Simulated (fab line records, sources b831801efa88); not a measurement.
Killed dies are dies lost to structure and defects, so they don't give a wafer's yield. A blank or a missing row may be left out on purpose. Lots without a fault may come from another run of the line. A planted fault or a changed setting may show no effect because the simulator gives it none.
One fault seen from 2 desks | flow sky130 | each desk has only its own numbers; what lay behind them comes last

THE METROLOGY DESK
What the gauges read, lot by lot, whatever tool the lot ran on: means of the sampled wafers that have a number. A lot is out of limits, marked OUT, if its mean lies more than 4 standard deviations from the usual mean; the brackets give that distance.
Columns: A = VT_ADJUST_NCORE_TW at SKY_VT_ADJUST_NCORE_TW_MEAS_11, usual 217.7
lot  | first seen here | A
L603 | day 9 06:22     | 218.8
L604 | day 9 12:10     | 218.2
L606 | day 9 23:49     | 219.1
L607 | day 10 00:11    | 219.3
L608 | day 10 13:14    | 216.5
L609 | day 10 13:31    | 218.9
L610 | day 10 14:49    | 220.3
L611 | day 11 01:01    | 215.7
L617 | day 12 18:50    | 29.5 (-94) OUT
L619 | day 13 06:29    | 219.0
L623 | day 14 10:34    | 219.3
L625 | day 15 10:54    | 215.9
L626 | day 15 16:45    | 220.3
This desk's finding: out of limits on L617; first on L617, day 12 18:50 (VT_ADJUST_NCORE_TW at SKY_VT_ADJUST_NCORE_TW_MEAS_11). In limits: L603, L604, L606, L607, L608, L609, L610, L611, L619, L623, L625, L626.

THE TOOL OWNER'S DESK: plasma_asher-02
The tool's own readings at SKY_VT_ADJUST_LVTN_STRIP_20 (strips in O2/N2): means of the sampled wafers that have a number, for each lot that ran on this tool. A lot is out of limits, marked OUT, if its mean lies more than 4 standard deviations from the usual mean; the brackets give that distance.
Columns: A = drypump_motor_current_A at SKY_VT_ADJUST_LVTN_STRIP_20, usual 5.7 A; B = oes_product_au at SKY_VT_ADJUST_LVTN_STRIP_20, usual 0.715 a.u.; C = strip_time_to_endpoint_s at SKY_VT_ADJUST_LVTN_STRIP_20, usual 14.18 s
lot  | first seen here | A   | B               | C
L604 | day 8 14:43     | 6.0 | 0.715           | 14.19
L617 | day 11 18:56    | 6.0 | 0.929 (+47) OUT | -
This desk's finding: out of limits on L617; first on L617, day 11 18:56 (oes_product_au at SKY_VT_ADJUST_LVTN_STRIP_20). In limits: L604.

PUT TOGETHER
The tool owner's desk could have raised an alarm at day 11 18:56, on L617.
The metrology desk could have raised an alarm at day 12 18:50, on L617.
Of the lots named, all ran SKY_VT_ADJUST_LVTN_STRIP_20 on plasma_asher-02.

WHAT THE SIMULATOR HAD PUT IN
Strip aborted: plasma_asher-02, from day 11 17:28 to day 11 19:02, at SKY_VT_ADJUST_LVTN_STRIP_20. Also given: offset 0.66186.
Lots struck among those shown: L617.
Hours from the fault's start to each desk's first reading out of limits: the tool owner's desk, 1; the metrology desk, 25.
